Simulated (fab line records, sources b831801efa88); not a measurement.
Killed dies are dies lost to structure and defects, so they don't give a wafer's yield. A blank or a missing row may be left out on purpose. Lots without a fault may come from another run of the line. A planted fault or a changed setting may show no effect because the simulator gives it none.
Problem report in the 8D (eight disciplines) form, filled by code | flow sky130 | the parts of the form that need people (team, actions taken, sign-off) are left out

1. THE PROBLEM
tube_center_temp_C at SKY_GATE_OXIDE_OXIDATION_16 reads a mean of 788 C on 6 wafers of 2 lots; wafers without a fault read 800 C with a standard deviation of 0.07. That is -99 or more standard deviations from the usual mean.
The step: stabilise 600 s, purge 300 s, target thk 3.57 nm.
First seen on wafer L683.1, day 18 19:50, on furnace-01. The record holds 18 wafers of 6 lots with a number at this step. Rule for "out", or "out of limits": more than 4 standard deviations from the usual mean. The other wafers with a number count as sound.

2. WHAT IT IS AND WHAT IT IS NOT
question                    | is                                                                                                                                   | is not
which readings at this step | tube_center_temp_C, spike_tc_bottom_C, spike_tc_centre_C, spike_tc_lower_C, spike_tc_top_C, spike_tc_upper_C, tube_center_temp_C_max | zone_power_lower_pct
which lots                  | L683, L684                                                                                                                           | L673, L686, L688, L692
which wafers of those lots  | all that have a number                                                                                                               | -
read on which tools         | furnace-01                                                                                                                           | furnace-02
when                        | from day 18 19:50                                                                                                                    | up to then (3 sound wafers); but 9 sound wafers of L686, L688, L692 came after

3. SUSPECTS, AND WHAT RULES EACH OUT
Counting: a tool at a process step up to the reading stays a suspect if it ran every lot that is out and no sound lot after the first of them.
- furnace-01 at SKY_GATE_OXIDE_OXIDATION_16 (stabilise 600 s, purge 300 s, target thk 3.57 nm): ruled out as a lasting fault. Sound lots L692 ran on it after its first lot that is out, L683 (day 18 19:50).
Left after counting: nothing in the record.

4. THE CAUSE (what the simulator had put in)
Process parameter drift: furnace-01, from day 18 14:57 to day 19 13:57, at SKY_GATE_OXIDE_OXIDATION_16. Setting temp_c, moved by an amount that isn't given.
Counting ruled it out, wrongly.

5. THE CHAIN OF EFFECTS, in route order
Each row: a reading whose mean over the struck wafers that have a number lies more than 3 standard deviations from the usual. Only readings for which the record gives a usual standard deviation are gone through. hours: the time from each lot's start at the first step in this table that gives one to its start at this step, as a median over the lots. sigmas: the change in usual standard deviations.
hours | step                        | reading                | usual   | on struck wafers | change | sigmas
0     | SKY_GATE_OXIDE_OXIDATION_16 | spike_tc_bottom_C      | 821.6 C | 808.5            | -13.1  | -11
0     | SKY_GATE_OXIDE_OXIDATION_16 | spike_tc_centre_C      | 800.3 C | 788.6            | -11.7  | -12
0     | SKY_GATE_OXIDE_OXIDATION_16 | spike_tc_lower_C       | 801.1 C | 790.0            | -11.1  | -9.3
0     | SKY_GATE_OXIDE_OXIDATION_16 | spike_tc_top_C         | 816.2 C | 802.9            | -13.3  | -5.8
0     | SKY_GATE_OXIDE_OXIDATION_16 | spike_tc_upper_C       | 799.3 C | 787.0            | -12.3  | -8.2
0     | SKY_GATE_OXIDE_OXIDATION_16 | tube_center_temp_C     | 800 C   | 788              | -12    | -99 or more
0     | SKY_GATE_OXIDE_OXIDATION_16 | tube_center_temp_C_max | 802.1   | 790.4            | -11.8  | -36
The process steps in it:
- SKY_GATE_OXIDE_OXIDATION_16: stabilise 600 s, purge 300 s, target thk 3.57 nm.

6. WHAT WOULD HAVE CAUGHT IT SOONER
In this record the first reading out of limits was taken at day 18 19:50, 5 hours after the fault began at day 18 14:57.
